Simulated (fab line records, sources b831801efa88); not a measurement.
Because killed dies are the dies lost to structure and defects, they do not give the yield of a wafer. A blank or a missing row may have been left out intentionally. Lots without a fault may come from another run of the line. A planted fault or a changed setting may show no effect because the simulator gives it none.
What tool caused it? | flow gf180mcu | Sampling: 24 lots, 72 wafers, 5 of 602 route steps

== WHAT EACH GAUGE READ, for each wafer ==
GF_M2_RS_MEAS_05: the measuring method here is four-point-probe. Usual: M2_ALCU_RS typically reads 0.0694 ohm/sq, with standard deviation 0.0011.
lot  | measured     | on            | M2_ALCU_RS (ohm/sq)  | flag
L074 | day 18 04:47 | film-metro-01 | 0.0697 0.0712 0.0713 |
L075 | day 18 19:41 | film-metro-01 | 0.0688 0.0705 0.0691 |
L076 | day 18 23:13 | film-metro-04 | 0.0693 0.0693 0.0707 |
L077 | day 19 02:47 | film-metro-02 | 0.0689 0.0680 0.0680 |
L078 | day 19 19:58 | film-metro-02 | 0.0679 0.0699 0.0694 |
L079 | day 20 02:04 | film-metro-01 | 0.0697 0.0696 0.0706 |
L080 | day 20 08:21 | film-metro-02 | 0.0685 0.0693 0.0698 |
L081 | day 21 03:42 | film-metro-04 | 0.0689 0.0692 0.0697 |
L082 | day 21 09:04 | film-metro-04 | 0.0683 0.0691 0.0684 |
L083 | day 21 11:06 | film-metro-02 | 0.0709 0.0699 0.0679 |
L084 | day 22 04:20 | film-metro-02 | 0.0701 0.0699 0.0703 |
L085 | day 22 07:43 | film-metro-02 | 0.0675 0.0686 0.0677 |
L086 | day 23 02:36 | film-metro-02 | 0.0680 0.0674 0.0687 |
L087 | day 23 04:19 | film-metro-04 | 0.0702 0.0703 0.0712 |
L088 | day 23 07:25 | film-metro-02 | 0.0694 0.0667 0.0695 |
L089 | day 23 17:10 | film-metro-02 | 0.0695 0.0708 0.0698 |
L090 | day 24 02:04 | film-metro-04 | 0.0693 0.0684 0.0689 |
L092 | day 24 14:14 | film-metro-01 | 0.0693 0.0694 0.0702 |
L091 | day 24 17:13 | film-metro-02 | 0.0687 0.0695 0.0689 |
L093 | day 25 01:07 | film-metro-01 | 0.0698 0.0697 0.0690 |
L094 | day 25 05:44 | film-metro-04 | 0.0702 0.0695 0.0708 |
L095 | day 25 10:55 | film-metro-02 | 0.0695 0.0698 0.0703 |
L096 | day 26 02:11 | film-metro-04 | 0.0709 0.0703 0.0710 |
L097 | day 26 06:31 | film-metro-04 | 0.0679 0.0688 0.0681 |

GF_V2_CD_MEAS_14: target cd 260 nm. Usual: 260.0 nm for cd-nm, sd 1.2.
lot  | measured     | on        | cd-nm (nm)        | flag
L074 | day 20 06:08 | cd-sem-01 | 258.5 261.1 259.9 |
L075 | day 20 21:31 | cd-sem-02 | 261.7 261.3 260.9 |
L076 | day 21 00:55 | cd-sem-02 | 258.6 259.6 258.6 |
L077 | day 21 04:26 | cd-sem-02 | 259.1 260.5 259.8 |
L078 | day 21 20:41 | cd-sem-02 | 260.0 260.1 260.1 |
L079 | day 22 03:14 | cd-sem-01 | 260.4 261.2 259.9 |
L080 | day 22 09:52 | cd-sem-01 | 261.0 261.6 262.5 |
L081 | day 23 04:01 | cd-sem-01 | 260.7 262.5 261.3 |
L082 | day 23 08:53 | cd-sem-01 | 259.6 259.3 259.2 |
L083 | day 23 11:07 | cd-sem-01 | 260.1 260.0 260.9 |
L084 | day 24 03:20 | cd-sem-02 | 259.6 261.2 261.7 |
L085 | day 24 06:05 | cd-sem-02 | 259.4 259.5 259.7 |
L086 | day 25 00:32 | cd-sem-01 | 259.8 258.7 259.6 |
L087 | day 25 01:43 | cd-sem-02 | 258.9 259.8 257.9 |
L088 | day 25 05:19 | cd-sem-02 | 262.7 261.4 261.3 |
L089 | day 25 13:58 | cd-sem-01 | 261.5 260.5 261.6 |
L090 | day 25 21:34 | cd-sem-02 | 259.6 260.1 259.8 |
L092 | day 26 09:18 | cd-sem-01 | 258.2 259.1 258.5 |
L091 | day 26 11:14 | cd-sem-02 | 259.8 259.9 259.9 |
L093 | day 26 21:01 | cd-sem-02 | 257.9 258.2 258.1 |
L094 | day 27 01:10 | cd-sem-01 | 258.3 259.5 259.8 |
L095 | day 27 05:44 | cd-sem-02 | 260.5 260.9 259.4 |
L096 | day 27 20:59 | cd-sem-01 | 260.6 260.4 259.4 |
L097 | day 28 00:25 | cd-sem-02 | 258.7 259.2 258.4 |

GF_V4_OVL_MEAS_15. Usual: V4_OVL typically reads 2 nm, with standard deviation 5.6.
lot  | measured     | on         | V4_OVL (nm) | flag
L074 | day 24 09:37 | overlay-01 | 4 4 1       |
L075 | day 24 22:31 | overlay-01 | 4 6 9       |
L076 | day 25 02:12 | overlay-01 | 8 11 3      |
L077 | day 25 06:24 | overlay-02 | 10 18 10    |
L078 | day 25 19:25 | overlay-01 | -3 -3 2     |
L079 | day 26 01:29 | overlay-01 | 6 6 2       |
L080 | day 26 07:27 | overlay-02 | -6 -5 -2    |
L081 | day 27 00:18 | overlay-02 | 4 9 7       |
L082 | day 27 05:26 | overlay-02 | 3 -4 0      |
L083 | day 27 06:47 | overlay-02 | 1 -2 -1     |
L084 | day 27 21:59 | overlay-02 | 0 -2 3      |
L085 | day 28 00:16 | overlay-01 | -5 -10 1    |
L086 | day 28 16:55 | overlay-02 | 7 3 5       |
L087 | day 28 17:47 | overlay-02 | -9 -1 -2    |
L088 | day 28 21:48 | overlay-01 | 1 0 3       |
L089 | day 29 04:32 | overlay-01 | 4 1 -3      |
L090 | day 29 10:14 | overlay-02 | 10 8 8      |
L092 | day 29 22:19 | overlay-01 | 10 13 6     |
L091 | day 29 23:14 | overlay-02 | -5 1 1      |
L093 | day 30 08:49 | overlay-01 | 9 3 0       |
L094 | day 30 12:43 | overlay-02 | -4 -7 -8    |
L095 | day 30 16:34 | overlay-02 | -6 -7 -4    |
L096 | day 31 06:38 | overlay-01 | 4 7 6       |
L097 | day 31 09:47 | overlay-02 | 5 8 9       |

== WHICH TOOL RAN EACH LOT (tool, then ch and the chambers of the sampled wafers, then the start) ==
lot  | GF_M2_SPUTTER_02             | GF_M4_SPUTTER_03
L074 | pvd-sputter-04, day 18 04:40 | pvd-sputter-02, day 22 11:18
L075 | pvd-sputter-04, day 18 19:34 | pvd-sputter-02, day 23 00:57
L076 | pvd-sputter-04, day 18 23:07 | pvd-sputter-04, day 23 04:53
L077 | pvd-sputter-01, day 19 02:40 | pvd-sputter-01, day 23 08:57
L078 | pvd-sputter-02, day 19 19:52 | pvd-sputter-01, day 23 23:08
L079 | pvd-sputter-04, day 20 01:58 | pvd-sputter-01, day 24 05:07
L080 | pvd-sputter-04, day 20 08:14 | pvd-sputter-02, day 24 11:28
L081 | pvd-sputter-02, day 21 03:37 | pvd-sputter-01, day 25 04:43
L082 | pvd-sputter-01, day 21 08:59 | pvd-sputter-04, day 25 09:32
L083 | pvd-sputter-02, day 21 11:01 | pvd-sputter-01, day 25 11:55
L084 | pvd-sputter-02, day 22 04:13 | pvd-sputter-04, day 26 02:57
L085 | pvd-sputter-01, day 22 07:37 | pvd-sputter-01, day 26 06:25
L086 | pvd-sputter-02, day 23 02:27 | pvd-sputter-04, day 26 23:24
L087 | pvd-sputter-01, day 23 04:13 | pvd-sputter-02, day 27 00:30
L088 | pvd-sputter-02, day 23 07:19 | pvd-sputter-04, day 27 04:26
L089 | pvd-sputter-01, day 23 17:04 | pvd-sputter-02, day 27 12:11
L090 | pvd-sputter-02, day 24 01:58 | pvd-sputter-02, day 27 19:11
L092 | pvd-sputter-01, day 24 14:05 | pvd-sputter-01, day 28 07:19
L091 | pvd-sputter-02, day 24 17:08 | pvd-sputter-02, day 28 07:58
L093 | pvd-sputter-04, day 25 01:01 | pvd-sputter-01, day 28 18:02
L094 | pvd-sputter-04, day 25 05:38 | pvd-sputter-02, day 28 21:42
L095 | pvd-sputter-01, day 25 10:46 | pvd-sputter-02, day 29 02:25
L096 | pvd-sputter-04, day 26 02:05 | pvd-sputter-02, day 29 17:01
L097 | pvd-sputter-02, day 26 06:25 | pvd-sputter-01, day 29 19:52
- GF_M2_SPUTTER_02: material AlCu, target thk 450 nm, time 23.9 s.
- GF_M4_SPUTTER_03: material Ti, target thk 10 nm, time 6.7 s.

== AS READ BY THE TOOLS THEMSELVES (means over the sampled wafers that have a number; for cases with no such wafer, the mark the record gives instead) ==
GF_M2_SPUTTER_02. Usual: 30.0 % for throttle-valve-pct, sd 0.67.
lot  | tool           | throttle-valve-pct (%) | flag
L074 | pvd-sputter-04 | 30.3                   |
L075 | pvd-sputter-04 | 30.5                   |
L076 | pvd-sputter-04 | 30.6                   |
L077 | pvd-sputter-01 | 29.7                   |
L078 | pvd-sputter-02 | 29.4                   |
L079 | pvd-sputter-04 | 30.0                   |
L080 | pvd-sputter-04 | 30.4                   |
L081 | pvd-sputter-02 | 30.0                   |
L082 | pvd-sputter-01 | 30.1                   |
L083 | pvd-sputter-02 | 29.4                   |
L084 | pvd-sputter-02 | 29.7                   |
L085 | pvd-sputter-01 | 29.9                   |
L086 | pvd-sputter-02 | 29.8                   |
L087 | pvd-sputter-01 | 30.0                   |
L088 | pvd-sputter-02 | 29.5                   |
L089 | pvd-sputter-01 | 29.6                   |
L090 | pvd-sputter-02 | 29.4                   |
L092 | pvd-sputter-01 | 29.8                   |
L091 | pvd-sputter-02 | 29.7                   |
L093 | pvd-sputter-04 | 30.3                   |
L094 | pvd-sputter-04 | 30.5                   |
L095 | pvd-sputter-01 | 29.9                   |
L096 | pvd-sputter-04 | 30.1                   |
L097 | pvd-sputter-02 | 29.6                   |

GF_M4_SPUTTER_03. Usual: 29.9 % for throttle-valve-pct, sd 0.66.
lot  | tool           | throttle-valve-pct (%) | flag
L074 | pvd-sputter-02 | 29.7                   |
L075 | pvd-sputter-02 | 29.5                   |
L076 | pvd-sputter-04 | 30.5                   |
L077 | pvd-sputter-01 | 29.8                   |
L078 | pvd-sputter-01 | 29.7                   |
L079 | pvd-sputter-01 | 30.0                   |
L080 | pvd-sputter-02 | 29.4                   |
L081 | pvd-sputter-01 | 30.1                   |
L082 | pvd-sputter-04 | 30.4                   |
L083 | pvd-sputter-01 | 30.0                   |
L084 | pvd-sputter-04 | 30.1                   |
L085 | pvd-sputter-01 | 29.7                   |
L086 | pvd-sputter-04 | 30.5                   |
L087 | pvd-sputter-02 | 29.7                   |
L088 | pvd-sputter-04 | 30.1                   |
L089 | pvd-sputter-02 | 30.4                   |
L090 | pvd-sputter-02 | 29.7                   |
L092 | pvd-sputter-01 | 30.0                   |
L091 | pvd-sputter-02 | 29.7                   |
L093 | pvd-sputter-01 | 30.0                   |
L094 | pvd-sputter-02 | 30.0                   |
L095 | pvd-sputter-02 | 30.2                   |
L096 | pvd-sputter-02 | 30.3                   |
L097 | pvd-sputter-01 | 29.7                   |

== THE ANSWER, worked out from the rows above alone ==
Rule: a lot counts as off when the mean over its wafers that have a number is more than 3 standard deviations away from the usual mean. Also off: a lot with no number at a reading for which 4 or more lots have one. Any other lot the step has rows for is counted as sound. Order of review: gauges by route order, followed by the tools' own readings, for which a lot's mean as printed above is used. At the first step where some lot is off, the reading lying furthest off is the one used; lots without a number count as furthest.
Across all readings shown, no lot is off: no conclusion can be drawn from this.

== WHAT THE SIMULATOR HAD INSERTED ==
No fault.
